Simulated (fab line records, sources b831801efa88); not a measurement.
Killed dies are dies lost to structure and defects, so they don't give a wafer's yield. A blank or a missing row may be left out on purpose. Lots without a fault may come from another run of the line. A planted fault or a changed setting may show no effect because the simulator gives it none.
A struck lot beside a sound one | flow gf180mcu | 19 steps out of a route of 602
Sound: wafers L279.1, L279.3, L279.5. Struck: wafers L292.1, L292.4, L292.5. The cause comes at the end.
At each step with rows: each side's tool, then ch and its chambers, then its first start. Under that, the readings that differ: sound wafers | struck wafers | difference of the means | sigmas: that difference in standard deviations of wafers without a fault.
alike: readings whose means differ by less than 2 such deviations, and words and numbers that are the same on both sides. not compared: withheld readings, readings that some wafer has no value for, bounds like >300 that may hide the same value, and numbers for which the record gives no deviation and whose values overlap.
The two part at a step that has a row with sigmas, a row that says differs or no value, or rows on one side only. Numbers that don't overlap but have no deviation are shown without sigmas and don't part them. A reading that every wafer of one side lacks parts them only if that side has two wafers or more.

first, 1 step without rows for these wafers: GF_STI_CVD_23 (deposits SiO2, target thk 650 nm, time 108.3 s).
GF_STI_THK_MEAS_24:
  sound on film_metro-03, day 2 09:04; struck on film_metro-03, day 5 08:13
  alike: STI_CVD_23_THK
GF_STI_CMP_25: polishes, stops on Si3N4, t overpolish 33 s, target thk 524.6 nm.
  sound on cmp-01 ch 1,2,3, day 2 09:10; struck on cmp-02 ch 1,2, day 5 08:20
  alike: motor_current_A, overpolish_run_s, platen_rpm, slurry_flow_ml_min, time_to_endpoint_s
then, 4 steps without rows for these wafers: GF_STI_WET_ETCH_26 (etches SiO2 in dHF, target depth 94 nm, time 188 s); GF_STI_WET_ETCH_27 (etches Si3N4 in H3PO4, target depth 160 nm, time 1825 s); GF_STI_WET_ETCH_28 (etches SiO2 in dHF, target depth 20 nm, time 40 s); GF_STI_OXIDATION_29 (stabilise 600 s, purge 300 s, target thk 10 nm).
GF_STI_THK_MEAS_30:
  sound on film_metro-02, day 2 11:25; struck on film_metro-02, day 5 14:57
  alike: STI_OXIDATION_02_THK
then, 4 steps without rows for these wafers: GF_DNWELL_DEHYDRATE_00 (time 60 s); GF_DNWELL_HMDS_01 (prime time 60 s); GF_DNWELL_COAT_02 (resist thk 3000 nm); GF_DNWELL_SOFTBAKE_03.
GF_DNWELL_EXPOSE_04: exposes mask DNWELL, target cd 1700 nm.
  sound on iline_stepper-01 ch 0, day 2 17:52; struck on iline_stepper-02, day 5 21:38
  no value came back on the struck wafers for exposure_dose_mJ_cm2, focus_offset_nm (nm), na; on the sound wafers exposure_dose_mJ_cm2 reads 260.17 260.09 260.23
  alike: mask
then, 3 steps without rows for these wafers: GF_DNWELL_PEB_05; GF_DNWELL_DEVELOP_06 (develop time 60 s); GF_DNWELL_IMPLANT_07.
GF_DNWELL_STRIP_08: strips in O2/N2.
  sound on plasma_asher-01 ch 0,1, day 2 23:49; struck on plasma_asher-01 ch 0,1, day 6 04:13
  alike: drypump_motor_current_A, heater_power_w, oes_product_au, platen_temp_c, strip_time_to_endpoint_s
  not compared: rf_hours_counter_h
GF_DNWELL_TW_MEAS_09:
  sound on film_metro-04, day 2 23:55; struck on film_metro-01, day 6 04:19
  reading   | sound          | struck   | difference | sigmas
  DNWELL_TW | 1369 1361 1366 | 31 31 31 | -1334      | -99 or more
then, 1 step without rows for these wafers: GF_NWELL_DEHYDRATE_00 (time 60 s).

WHERE THEY PART
First at GF_DNWELL_EXPOSE_04; last, within this record, at GF_DNWELL_TW_MEAS_09.

WHY: what the simulator had put in
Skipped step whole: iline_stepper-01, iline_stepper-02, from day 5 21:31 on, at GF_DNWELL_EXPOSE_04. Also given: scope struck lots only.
